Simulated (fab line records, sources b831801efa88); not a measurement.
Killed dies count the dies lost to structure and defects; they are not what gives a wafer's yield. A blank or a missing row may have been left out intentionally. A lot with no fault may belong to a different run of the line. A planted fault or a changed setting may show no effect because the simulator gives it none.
2 desks, one fault + flow sky130 + each desk holds nothing but its own numbers, with what lay behind them at the end

DESK OF THE TOOL OWNER: pvd-sputter-01
The tool's own readings at SKY_METAL5_SPUTTER_03 (material Ti, target thk 5 nm, time 3.3 s): means of the sampled wafers that have a number, for each lot that ran on this tool. A lot is out of limits, marked OUT, if its mean lies more than 4 standard deviations from the usual mean; the brackets give that distance.
Columns: A = throttle-valve-pct at SKY_METAL5_SPUTTER_03, usual 29.9 %
| lot  | first seen here | A    |
|------|-----------------|------|
| L892 | day 42 18:26    | 30.2 |
| L899 | day 45 01:08    | 28.2 |
| L906 | day 46 13:07    | 29.9 |
Finding of this desk: none of the 3 lots has anything out of limits.

THE METROLOGY DESK
Means of the sampled wafers that have a number, per lot and without regard to the tool the lot ran on: this is what the gauges read. A lot is out of limits, marked OUT, if its mean lies more than 4 standard deviations from the usual mean; the brackets give that distance.
Columns: A = VIA4_W_RS at SKY_VIA4_RS_MEAS_19, usual 0.228 ohm/sq; B = VIA4_W_THK at SKY_VIA4_THK_MEAS_20, usual 497 nm
| lot  | first seen here | A     | B   |
|------|-----------------|-------|-----|
| L892 | day 42 17:52    | 0.220 | 515 |
| L899 | day 45 00:33    | 0.229 | 488 |
| L906 | day 46 12:32    | 0.226 | 501 |
| L911 | day 47 20:17    | 0.231 | 490 |
| L913 | day 48 06:54    | 0.228 | 499 |
Finding of this desk: none of the 5 lots has anything out of limits.

PUT TOGETHER
The tool owner's desk saw nothing out of limits.
Metrology desk: nothing out of limits seen.

WHAT THE SIMULATOR HAD PUT IN
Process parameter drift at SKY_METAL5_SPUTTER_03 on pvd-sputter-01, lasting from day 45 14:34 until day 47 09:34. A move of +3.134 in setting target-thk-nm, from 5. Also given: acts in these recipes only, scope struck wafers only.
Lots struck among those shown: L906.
